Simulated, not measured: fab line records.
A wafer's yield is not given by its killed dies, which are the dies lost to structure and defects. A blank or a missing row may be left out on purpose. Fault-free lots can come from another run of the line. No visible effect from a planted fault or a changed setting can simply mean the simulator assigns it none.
fab line records + flow sky130
record:
- lots: 13
- wafers: 39
- last_day: 50
route steps=708 shown LOCAL_INTERCONNECT@398 CONTACT@423 METAL1@435 PAD_OPEN@708
lots that met no fault: taken from a fault-free run of the same line
start_h: hours from the record's first day to the start of the lot's first wafer shown + wait_h: hours elapsed since this lot's preceding step + " repeats the value in the row above + L1.1+2: a single row standing in for several wafers + - either no value or no given start + * or withheld: withheld + < > ~ a bound
route shown NAME@n: a module of which the file shows steps, and the number in the route of the first + usual: mean/standard deviation of fault-free wafers + same: alike in all rows + chamber/n: place in a boat + sites: each site's reading + _std_site: their standard deviation + _edge_site: the outer-site mean with the inner-site mean subtracted + radius_mm: how far each site lies from the wafer's centre + mask NAME#n: copy n + behind: the tool/chamber that last shaped the wafer + hold: cause of the lot's hold/its duration in hours/its outcome + device: the transistor (n, p or np) that didn't switch + end of line: the route-end tests of the same wafers + a step with no rows: only its recipe + killed: the dies lost at the first sort to structure and to defects; this is not the yield of the wafer + map: dies across one wafer; x = killed, . = not, _ = none there
set.NAME: the setting the step ran with; set.NAME@STEP: the setting that earlier step ran with + model.NAME: the simulator's own value behind a step, which no gauge read
route steps across a sampled set of lots; one table per step, one row per wafer
services: the hour from which a tool's chamber was out of use, counted from the record's first day as start_h (under 0 if before that day), plus the number of hours and why
== steps ==
step: SKY_LOCAL_INTERCONNECT_CD_MEAS_11
recipe:
- target_cd_nm: 170
usual:
- cd_nm: 170.0/1.4
| lot.wafer | tool      | chamber | start_h | wait_h | cd_nm |
|-----------|-----------|---------|---------|--------|-------|
| L823.1    | cd_sem-01 | -       | 706.64  | -      | 170.0 |
| L823.2    | "         | -       | "       | "      | 170.8 |
| L823.6    | "         | -       | "       | "      | 171.1 |
| L825.1    | cd_sem-02 | -       | 726.02  | -      | 168.1 |
| L825.3    | "         | -       | "       | "      | 168.6 |
| L825.4    | "         | -       | "       | "      | 170.6 |
| L826.1    | cd_sem-01 | -       | 733.93  | -      | 172.0 |
| L826.2    | "         | -       | "       | "      | 171.4 |
| L826.6    | "         | -       | "       | "      | 170.3 |
| L827.4    | cd_sem-02 | -       | 745.20  | -      | 170.3 |
| L827.5    | "         | -       | "       | "      | 172.2 |
| L827.6    | "         | -       | "       | "      | 172.4 |
| L829.2    | cd_sem-01 | -       | 759.70  | -      | 170.5 |
| L829.5    | "         | -       | "       | "      | 171.0 |
| L829.6    | "         | -       | "       | "      | 169.8 |
| L830.2    | cd_sem-01 | -       | 760.59  | -      | 167.2 |
| L830.3    | "         | -       | "       | "      | 166.3 |
| L830.4    | "         | -       | "       | "      | 167.1 |
| L835.1    | cd_sem-01 | -       | 806.99  | -      | 171.4 |
| L835.4    | "         | -       | "       | "      | 170.9 |
| L835.6    | "         | -       | "       | "      | 172.1 |
| L836.1    | cd_sem-02 | -       | 826.22  | -      | 169.0 |
| L836.2    | "         | -       | "       | "      | 167.9 |
| L836.6    | "         | -       | "       | "      | 168.8 |
| L840.1    | cd_sem-01 | -       | 840.84  | -      | 169.6 |
| L840.4    | "         | -       | "       | "      | 168.5 |
| L840.5    | "         | -       | "       | "      | 168.7 |
| L841.1    | cd_sem-02 | -       | 850.94  | -      | 170.8 |
| L841.5    | "         | -       | "       | "      | 169.9 |
| L841.6    | "         | -       | "       | "      | 170.7 |
| L842.4    | cd_sem-01 | -       | 858.40  | -      | 170.9 |
| L842.5    | "         | -       | "       | "      | 170.3 |
| L842.6    | "         | -       | "       | "      | 170.9 |
| L843.3    | cd_sem-02 | -       | 863.73  | -      | 167.7 |
| L843.4    | "         | -       | "       | "      | 168.7 |
| L843.6    | "         | -       | "       | "      | 168.1 |
| L844.2    | cd_sem-02 | -       | 875.40  | -      | 169.3 |
| L844.3    | "         | -       | "       | "      | 170.7 |
| L844.6    | "         | -       | "       | "      | 170.8 |
step: SKY_CONTACT_ETCH_17
recipe:
- target: SiO2
- chemistry: C4F8/O2/Ar
- stop_on: Si3N4
- mask_material: KrF-thick
- source_w: 1500
- bias_w: 1200
- pressure_mtorr: 40
- c4f8_flow_sccm: withheld
- O2_flow_sccm: 6
- Ar_flow_sccm: 300
- time_s: withheld
- target_depth_a: 3400
usual:
- bias_w: 1200/3.2
- chamber_pressure_mTorr: 40.00/0.036
- oes_product_au: 0.892/0.0047
| lot.wafer | tool        | chamber | start_h | wait_h | bias_w | chamber_pressure_mTorr | oes_product_au |
|-----------|-------------|---------|---------|--------|--------|------------------------|----------------|
| L823.1    | rie_diel-02 | 1       | 735.72  | 0.0    | 1204   | 39.94                  | 0.901          |
| L823.2    | "           | 0       | "       | "      | 1197   | 40.01                  | 0.884          |
| L823.6    | "           | 1       | "       | "      | 1201   | 39.96                  | 0.897          |
| L825.1    | rie_diel-02 | 0       | 755.22  | 0.0    | 1205   | 40.04                  | 0.888          |
| L825.3    | "           | 3       | "       | "      | 1195   | 40.01                  | 0.884          |
| L825.4    | "           | 1       | "       | "      | 1202   | 39.95                  | 0.892          |
| L826.1    | rie_diel-04 | 2       | 762.08  | 0.0    | 1202   | 40.02                  | 0.884          |
| L826.2    | "           | 1       | "       | "      | 1199   | 40.00                  | 0.889          |
| L826.6    | "           | 3       | "       | "      | 1199   | 40.06                  | 0.890          |
| L827.4    | rie_diel-04 | 2       | 773.71  | 0.0    | 1201   | 40.04                  | 0.889          |
| L827.5    | "           | 1       | "       | "      | 1197   | 39.94                  | 0.899          |
| L827.6    | "           | 3       | "       | "      | 1199   | 39.98                  | 0.893          |
| L829.2    | rie_diel-04 | 3       | 788.38  | 0.0    | 1201   | 40.03                  | 0.896          |
| L829.5    | "           | 1       | "       | "      | 1208   | 40.03                  | 0.894          |
| L829.6    | "           | 0       | "       | "      | 1204   | 40.01                  | 0.888          |
| L830.2    | rie_diel-01 | 1       | 789.03  | 0.0    | 1198   | 39.99                  | 0.902          |
| L830.3    | "           | 2       | "       | "      | 1201   | 39.96                  | 0.897          |
| L830.4    | "           | 3       | "       | "      | 1198   | 39.94                  | 0.890          |
| L835.1    | rie_diel-01 | 2       | 835.33  | 0.0    | 1199   | 40.07                  | 0.895          |
| L835.4    | "           | 3       | "       | "      | 1198   | 39.96                  | 0.893          |
| L835.6    | "           | 1       | "       | "      | 1198   | 39.99                  | 0.897          |
| L836.1    | rie_diel-02 | 0       | 854.58  | 0.0    | 1201   | 39.97                  | 0.888          |
| L836.2    | "           | 3       | "       | "      | 1200   | 39.97                  | 0.898          |
| L836.6    | "           | 1       | "       | "      | 1201   | 40.03                  | 0.891          |
| L840.1    | rie_diel-04 | 3       | 868.53  | 0.0    | 1169   | 40.00                  | 0.894          |
| L840.4    | "           | 0       | "       | "      | 1171   | 39.98                  | 0.893          |
| L840.5    | "           | 2       | "       | "      | 1163   | 39.98                  | 0.894          |
| L841.1    | rie_diel-04 | 0       | 878.33  | 0.0    | 1168   | 39.98                  | 0.884          |
| L841.5    | "           | 0       | "       | "      | 1166   | 40.00                  | 0.891          |
| L841.6    | "           | 3       | "       | "      | 1167   | 39.98                  | 0.887          |
| L842.4    | rie_diel-01 | 1       | 886.18  | 0.0    | 1200   | 39.97                  | 0.894          |
| L842.5    | "           | 0       | "       | "      | 1204   | 39.98                  | 0.888          |
| L842.6    | "           | 3       | "       | "      | 1202   | 39.99                  | 0.891          |
| L843.3    | rie_diel-01 | 2       | 890.73  | 0.0    | 1201   | 40.04                  | 0.895          |
| L843.4    | "           | 3       | "       | "      | 1204   | 40.04                  | 0.887          |
| L843.6    | "           | 3       | "       | "      | 1200   | 39.97                  | 0.889          |
| L844.2    | rie_diel-01 | 0       | 902.64  | 0.0    | 1197   | 40.07                  | 0.903          |
| L844.3    | "           | 2       | "       | "      | 1198   | 40.04                  | 0.893          |
| L844.6    | "           | 0       | "       | "      | 1201   | 40.03                  | 0.900          |
step: SKY_CONTACT_CVD_24
recipe:
- material: W
- target_thk_nm: 340
- time_s: 102.12
- temp_c: 400
- pressure_torr: 40
usual:
- heater_power_w: 800/32
same:
- time_s: 102.12
| lot.wafer | tool     | chamber | start_h | wait_h | heater_power_w |
|-----------|----------|---------|---------|--------|----------------|
| L823.1    | cvd_w-01 | 1       | 736.48  | 0.0    | 790            |
| L823.2    | "        | 0       | "       | "      | 731            |
| L823.6    | "        | 0       | "       | "      | 733            |
| L825.1    | cvd_w-01 | 0       | 756.01  | 0.0    | 718            |
| L825.3    | "        | 0       | "       | "      | 750            |
| L825.4    | "        | 1       | "       | "      | 812            |
| L826.1    | cvd_w-02 | 0       | 762.83  | 0.0    | 823            |
| L826.2    | "        | 1       | "       | "      | 807            |
| L826.6    | "        | 1       | "       | "      | 809            |
| L827.4    | cvd_w-01 | 1       | 774.47  | 0.1    | 803            |
| L827.5    | "        | 0       | "       | "      | 765            |
| L827.6    | "        | 1       | "       | "      | 779            |
| L829.2    | cvd_w-01 | 1       | 789.12  | 0.0    | 800            |
| L829.5    | "        | 1       | "       | "      | 817            |
| L829.6    | "        | 0       | "       | "      | 736            |
| L830.2    | cvd_w-02 | 0       | 789.77  | 0.0    | 828            |
| L830.3    | "        | 0       | "       | "      | 826            |
| L830.4    | "        | 1       | "       | "      | 812            |
| L835.1    | cvd_w-02 | 0       | 836.07  | 0.0    | 817            |
| L835.4    | "        | 1       | "       | "      | 815            |
| L835.6    | "        | 0       | "       | "      | 839            |
| L836.1    | cvd_w-01 | 0       | 855.47  | 0.1    | 747            |
| L836.2    | "        | 1       | "       | "      | 807            |
| L836.6    | "        | 0       | "       | "      | 733            |
| L840.1    | cvd_w-01 | 0       | 869.40  | 0.0    | 723            |
| L840.4    | "        | 0       | "       | "      | 733            |
| L840.5    | "        | 1       | "       | "      | 789            |
| L841.1    | cvd_w-02 | 0       | 879.07  | 0.0    | 823            |
| L841.5    | "        | 0       | "       | "      | 817            |
| L841.6    | "        | 1       | "       | "      | 823            |
| L842.4    | cvd_w-01 | 0       | 886.96  | 0.1    | 747            |
| L842.5    | "        | 0       | "       | "      | 741            |
| L842.6    | "        | 1       | "       | "      | 793            |
| L843.3    | cvd_w-02 | 1       | 891.54  | 0.1    | 828            |
| L843.4    | "        | 0       | "       | "      | 813            |
| L843.6    | "        | 0       | "       | "      | 813            |
| L844.2    | cvd_w-02 | 1       | 903.38  | 0.0    | 827            |
| L844.3    | "        | 0       | "       | "      | 830            |
| L844.6    | "        | 1       | "       | "      | 812            |
step: SKY_METAL1_SPUTTER_01
recipe:
- material: TiN
- target_thk_nm: 20
- power_w: 6500
- time_s: 16.7
- chamber_pressure_pa: 0.4
usual:
- throttle_valve_pct: 29.9/0.62
same:
- time_s: 16.7
| lot.wafer | tool           | chamber | start_h | wait_h | throttle_valve_pct |
|-----------|----------------|---------|---------|--------|--------------------|
| L823.1    | pvd_sputter-03 | -       | 737.09  | 0.0    | 30.0               |
| L823.2    | "              | -       | "       | "      | 30.5               |
| L823.6    | "              | -       | "       | "      | 29.3               |
| L825.1    | pvd_sputter-03 | -       | 756.62  | 0.0    | 30.7               |
| L825.3    | "              | -       | "       | "      | 30.0               |
| L825.4    | "              | -       | "       | "      | 29.4               |
| L826.1    | pvd_sputter-02 | -       | 763.44  | 0.0    | 30.7               |
| L826.2    | "              | -       | "       | "      | 28.8               |
| L826.6    | "              | -       | "       | "      | 29.9               |
| L827.4    | pvd_sputter-03 | -       | 775.04  | 0.0    | 31.0               |
| L827.5    | "              | -       | "       | "      | 29.1               |
| L827.6    | "              | -       | "       | "      | 30.5               |
| L829.2    | pvd_sputter-02 | -       | 789.74  | 0.0    | 30.2               |
| L829.5    | "              | -       | "       | "      | 29.2               |
| L829.6    | "              | -       | "       | "      | 30.0               |
| L830.2    | pvd_sputter-01 | -       | 790.39  | 0.0    | 29.0               |
| L830.3    | "              | -       | "       | "      | 31.0               |
| L830.4    | "              | -       | "       | "      | 29.2               |
| L835.1    | pvd_sputter-01 | -       | 836.69  | 0.0    | 29.6               |
| L835.4    | "              | -       | "       | "      | 29.5               |
| L835.6    | "              | -       | "       | "      | 29.5               |
| L836.1    | pvd_sputter-02 | -       | 856.15  | 0.0    | 30.6               |
| L836.2    | "              | -       | "       | "      | 30.0               |
| L836.6    | "              | -       | "       | "      | 29.8               |
| L840.1    | pvd_sputter-02 | -       | 870.01  | 0.0    | 30.2               |
| L840.4    | "              | -       | "       | "      | 29.0               |
| L840.5    | "              | -       | "       | "      | 30.0               |
| L841.1    | pvd_sputter-02 | -       | 879.69  | 0.0    | 30.2               |
| L841.5    | "              | -       | "       | "      | 30.0               |
| L841.6    | "              | -       | "       | "      | 30.5               |
| L842.4    | pvd_sputter-03 | -       | 887.60  | 0.0    | 30.7               |
| L842.5    | "              | -       | "       | "      | 30.6               |
| L842.6    | "              | -       | "       | "      | 29.2               |
| L843.3    | pvd_sputter-03 | -       | 892.11  | 0.0    | 30.6               |
| L843.4    | "              | -       | "       | "      | 30.4               |
| L843.6    | "              | -       | "       | "      | 30.2               |
| L844.2    | pvd_sputter-03 | -       | 903.99  | 0.0    | 29.4               |
| L844.3    | "              | -       | "       | "      | 29.8               |
| L844.6    | "              | -       | "       | "      | 29.2               |
step: SKY_PAD_OPEN_PROBE_99
usual:
- killed_at_M0_to_M3: 44/7.3
- killed_at_M4_up: 3.3/1.8
- killed_at_contacts: 24/5.3
- killed_at_front_end: 16/5
- killed_at_other: 0.2/0.51
- killed_dies: 87/10
- killed_open: 47/7.5
- killed_short: 40/6.3
same:
- gross_dies: 492
- killed_at_back_side: 0
| lot.wafer | tool      | chamber | start_h | wait_h | killed_at_M0_to_M3 | killed_at_M4_up | killed_at_contacts | killed_at_front_end | killed_at_other | killed_dies | killed_open | killed_short |
|-----------|-----------|---------|---------|--------|--------------------|-----------------|--------------------|---------------------|-----------------|-------------|-------------|--------------|
| L825.1    | prober-02 | -       | 1094.25 | 0.1    | 50                 | 2               | 25                 | 12                  | 0               | 89          | 51          | 38           |
| L825.3    | prober-02 | -       | 1094.35 | 0.2    | 42                 | 1               | 36                 | 12                  | 0               | 91          | 47          | 44           |
| L825.4    | prober-02 | -       | 1094.40 | 0.2    | 59                 | 2               | 21                 | 17                  | 0               | 99          | 62          | 37           |
| L826.1    | prober-01 | -       | 1099.25 | 0.1    | 44                 | 2               | 21                 | 20                  | 0               | 87          | 54          | 33           |
| L826.2    | prober-01 | -       | 1099.30 | 0.1    | 51                 | 3               | 22                 | 14                  | 0               | 90          | 53          | 37           |
| L826.6    | prober-01 | -       | 1099.50 | 0.2    | 55                 | 4               | 16                 | 15                  | 0               | 90          | 42          | 48           |
| L827.4    | prober-02 | -       | 1112.30 | 0.2    | 36                 | 7               | 15                 | 17                  | 0               | 75          | 48          | 27           |
| L827.5    | prober-02 | -       | 1112.35 | 0.2    | 53                 | 4               | 23                 | 15                  | 1               | 96          | 52          | 44           |
| L827.6    | prober-02 | -       | 1112.40 | 0.2    | 33                 | 4               | 20                 | 17                  | 0               | 74          | 41          | 33           |
| L830.3    | prober-02 | -       | 1120.50 | 0.2    | 43                 | 7               | 25                 | 19                  | 0               | 94          | 54          | 40           |
| L829.2    | prober-01 | -       | 1121.34 | 0.1    | 41                 | 4               | 28                 | 11                  | 1               | 85          | 47          | 38           |
| L829.5    | prober-01 | -       | 1121.49 | 0.2    | 39                 | 3               | 21                 | 17                  | 0               | 80          | 43          | 37           |
| L829.6    | prober-01 | -       | 1121.54 | 0.2    | 33                 | 3               | 22                 | 18                  | 0               | 76          | 44          | 32           |
| L835.1    | prober-02 | -       | 1155.40 | 0.1    | 41                 | 3               | 21                 | 17                  | 0               | 82          | 39          | 43           |
| L835.4    | prober-02 | -       | 1155.55 | 0.2    | 36                 | 2               | 20                 | 14                  | 0               | 72          | 39          | 33           |
| L835.6    | prober-02 | -       | 1155.65 | 0.2    | 34                 | 3               | 23                 | 24                  | 0               | 84          | 49          | 35           |
| L840.1    | prober-01 | -       | 1177.75 | 0.1    | 44                 | 4               | 16                 | 12                  | 0               | 76          | 38          | 38           |
| L840.4    | prober-01 | -       | 1177.90 | 0.2    | 57                 | 3               | 27                 | 8                   | 0               | 95          | 54          | 41           |
| L840.5    | prober-01 | -       | 1177.95 | 0.2    | 42                 | 5               | 25                 | 21                  | 0               | 93          | 54          | 39           |
killed by level:class
L825.1 VIA1:geometric_particle:open=11 CONTACT:geometric_particle:open=7 VIA3:geometric_particle:open=7 VIA2:geometric_particle:open=7 LI_CONTACT:geometric_particle:open=6 METAL1:geometric_particle:short=6 LI_CONTACT:geometric_particle:short=5 POLY_GATE:geometric_particle:open=5
L825.3 CONTACT:geometric_particle:open=16 VIA1:geometric_particle:open=11 LI_CONTACT:geometric_particle:open=6 LOCAL_INTERCONNECT:geometric_particle:short=5 CONTACT:geometric_particle:short=5 METAL3:geometric_particle:short=5 VIA3:geometric_particle:open=5 METAL1:geometric_particle:short=4
L825.4 CONTACT:geometric_particle:open=13 VIA3:geometric_particle:open=12 VIA1:geometric_particle:open=10 METAL1:geometric_particle:short=9 VIA2:geometric_particle:open=6 FIELD_ISO:geometric_particle:short=5 FIELD_ISO:geometric_particle:open=5 LI_CONTACT:geometric_particle:open=5
L826.1 VIA1:geometric_particle:open=16 CONTACT:geometric_particle:open=9 METAL2:geometric_particle:short=7 VIA2:geometric_particle:open=7 FIELD_ISO:geometric_particle:short=5 VIA3:geometric_particle:open=5 FIELD_ISO:geometric_particle:open=4 POLY_GATE:geometric_particle:open=4
L826.2 VIA1:geometric_particle:open=12 VIA2:geometric_particle:open=10 CONTACT:geometric_particle:open=10 VIA3:geometric_particle:open=8 VIA1:geometric_particle:short=7 LI_CONTACT:geometric_particle:short=5 METAL2:geometric_particle:short=4 VIA2:geometric_particle:short=4
L826.6 VIA1:geometric_particle:open=13 VIA2:geometric_particle:open=10 METAL1:geometric_particle:short=9 FIELD_ISO:geometric_particle:short=6 METAL2:geometric_particle:short=5 POLY_GATE:geometric_particle:open=4 LOCAL_INTERCONNECT:geometric_particle:short=4 CONTACT:geometric_particle:open=4
L827.4 FIELD_ISO:geometric_particle:open=7 CONTACT:geometric_particle:open=7 VIA1:geometric_particle:open=7 VIA2:geometric_particle:open=7 VIA3:geometric_particle:open=7 METAL1:geometric_particle:short=5 METAL4:geometric_particle:short=4 METAL4:geometric_particle:open=3
L827.5 VIA1:geometric_particle:open=15 METAL2:geometric_particle:short=9 LI_CONTACT:geometric_particle:open=6 VIA1:geometric_particle:short=6 METAL1:geometric_particle:short=5 FIELD_ISO:geometric_particle:open=4 LI_CONTACT:geometric_particle:short=4 LOCAL_INTERCONNECT:geometric_particle:short=4
L827.6 VIA1:geometric_particle:open=10 CONTACT:geometric_particle:open=8 METAL1:geometric_particle:short=5 VIA2:geometric_particle:open=5 FIELD_ISO:geometric_particle:open=4 POLY_GATE:geometric_particle:short=4 VIA1:geometric_particle:short=4 METAL4:geometric_particle:short=4
L830.3 VIA1:geometric_particle:open=15 LI_CONTACT:geometric_particle:open=8 CONTACT:geometric_particle:open=7 CONTACT:geometric_particle:short=7 FIELD_ISO:geometric_particle:short=5 METAL2:geometric_particle:short=5 VIA3:geometric_particle:open=5 POLY_GATE:geometric_particle:short=4
L829.2 CONTACT:geometric_particle:open=10 VIA2:geometric_particle:open=9 LOCAL_INTERCONNECT:geometric_particle:short=7 VIA3:geometric_particle:open=7 FIELD_ISO:geometric_particle:short=5 VIA1:geometric_particle:open=5 METAL1:geometric_particle:short=4 LI_CONTACT:geometric_particle:short=4
L829.5 VIA1:geometric_particle:open=9 CONTACT:geometric_particle:open=7 VIA3:geometric_particle:open=7 FIELD_ISO:geometric_particle:short=5 VIA2:geometric_particle:open=5 FIELD_ISO:geometric_particle:open=4 LI_CONTACT:geometric_particle:open=4 LOCAL_INTERCONNECT:geometric_particle:short=4
L829.6 CONTACT:geometric_particle:open=9 VIA1:geometric_particle:open=6 FIELD_ISO:geometric_particle:open=5 VIA3:geometric_particle:open=5 LI_CONTACT:geometric_particle:open=4 LOCAL_INTERCONNECT:geometric_particle:short=4 CONTACT:geometric_particle:short=4 METAL2:geometric_particle:short=4
L835.1 VIA1:geometric_particle:open=9 LI_CONTACT:geometric_particle:open=7 METAL2:geometric_particle:short=7 CONTACT:geometric_particle:open=6 VIA2:geometric_particle:open=5 VIA3:geometric_particle:open=5 FIELD_ISO:geometric_particle:short=4 POLY_GATE:geometric_particle:short=4
L835.4 METAL2:geometric_particle:short=8 VIA1:geometric_particle:open=7 POLY_GATE:geometric_particle:open=5 VIA3:geometric_particle:open=5 LI_CONTACT:geometric_particle:open=4 LOCAL_INTERCONNECT:geometric_particle:short=4 CONTACT:geometric_particle:open=4 VIA1:geometric_particle:short=4
L835.6 LI_CONTACT:geometric_particle:open=11 VIA1:geometric_particle:short=7 VIA1:geometric_particle:open=6 FIELD_ISO:geometric_particle:open=5 VIA2:geometric_particle:open=5 POLY_CUT:geometric_particle:open=4 CONTACT:geometric_particle:open=4 VIA3:geometric_particle:short=4
L840.1 VIA1:geometric_particle:open=12 CONTACT:geometric_particle:open=8 METAL1:geometric_particle:short=8 METAL2:geometric_particle:short=7 LI_CONTACT:geometric_particle:open=4 METAL4:geometric_particle:short=4 FIELD_ISO:geometric_particle:short=3 SPACER:geometric_particle:open=3
L840.4 VIA1:geometric_particle:open=12 VIA3:geometric_particle:open=12 METAL1:geometric_particle:short=10 CONTACT:geometric_particle:open=9 LI_CONTACT:geometric_particle:open=8 VIA2:geometric_particle:open=6 METAL2:geometric_particle:short=5 VIA2:geometric_particle:short=5
L840.5 VIA1:geometric_particle:open=15 CONTACT:geometric_particle:open=14 METAL1:geometric_particle:short=8 POLY_GATE:geometric_particle:short=7 METAL4:geometric_particle:short=5 POLY_GATE:geometric_particle:open=4 VIA2:geometric_particle:open=4 VIA3:geometric_particle:open=4
== services ==
| tool           | chamber | start_h | hours | kind       |
|----------------|---------|---------|-------|------------|
| rie_diel-01    | 2       | 720.58  | 4.3   | repair     |
| rie_diel-04    | 3       | 733.13  | 9.9   | repair     |
| rie_diel-01    | 2       | 736.67  | 5.1   | repair     |
| rie_diel-02    | 0       | 740.35  | 6.1   | repair     |
| rie_diel-04    | -       | 742.72  | 1.7   | repair     |
| cvd_w-02       | 0       | 744.74  | 3.5   | repair     |
| cvd_w-02       | -       | 747.25  | 0.5   | repair     |
| rie_diel-01    | -       | 750.44  | 0.5   | repair     |
| rie_diel-04    | 0       | 763.20  | -     | clean      |
| pvd_sputter-02 | -       | 767.07  | 1.0   | repair     |
| pvd_sputter-02 | -       | 794.50  | 20.5  | repair     |
| rie_diel-01    | 1       | 799.10  | 2.4   | repair     |
| rie_diel-04    | 0       | 828.41  | 6.8   | repair     |
| pvd_sputter-02 | -       | 831.49  | 20.7  | repair     |
| rie_diel-04    | -       | 842.36  | 15.6  | pm         |
| cvd_w-01       | 1       | 848.64  | 2.8   | repair     |
| cvd_w-02       | -       | 849.73  | 6.9   | pm         |
| rie_diel-01    | 0       | 873.29  | 3.9   | repair     |
| rie_diel-04    | 2       | 877.99  | 6.4   | repair     |
| cvd_w-02       | -       | 885.24  | 2.8   | pm         |
| pvd_sputter-02 | -       | 885.51  | 20.8  | repair     |
| cvd_w-01       | -       | 904.00  | 14.0  | pm         |
| cvd_w-01       | 0       | 904.00  | 14.0  | vent_cycle |
| cvd_w-01       | 1       | 904.00  | 14.0  | vent_cycle |
== key ==
first_sign:
- step: SKY_CONTACT_ETCH_17
- reading: bias_w
- direction: down
- sigmas: 10
- usual: 1200
- struck: 1167
effect none on later readings
met_at SKY_CONTACT_ETCH_17
struck_lots L840,L841
tester_left_out L840,L841
not_acting_at SKY_LOCAL_INTERCONNECT_CD_MEAS_11,SKY_CONTACT_CVD_24,SKY_METAL1_SPUTTER_01
onset_between 788.38 868.53
fault:
- kind: process_parameter_drift
- tool: rie_diel-04
- chamber: -
- onset_h: 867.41
- steps: SKY_CONTACT_ETCH_17
- channel: bias_w
- offset: -29.583
- shape: step
- end_h: 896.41
- acts_in: these_recipes_only
- stated: 1200
tester_left_out: of these lots the tester's yield and bins aren't shown, on N5 and GAA mostly nor the transistor test; their killed dies are dies lost to structure and defects alone, not to doping, threshold or leakage, so they don't give the yield
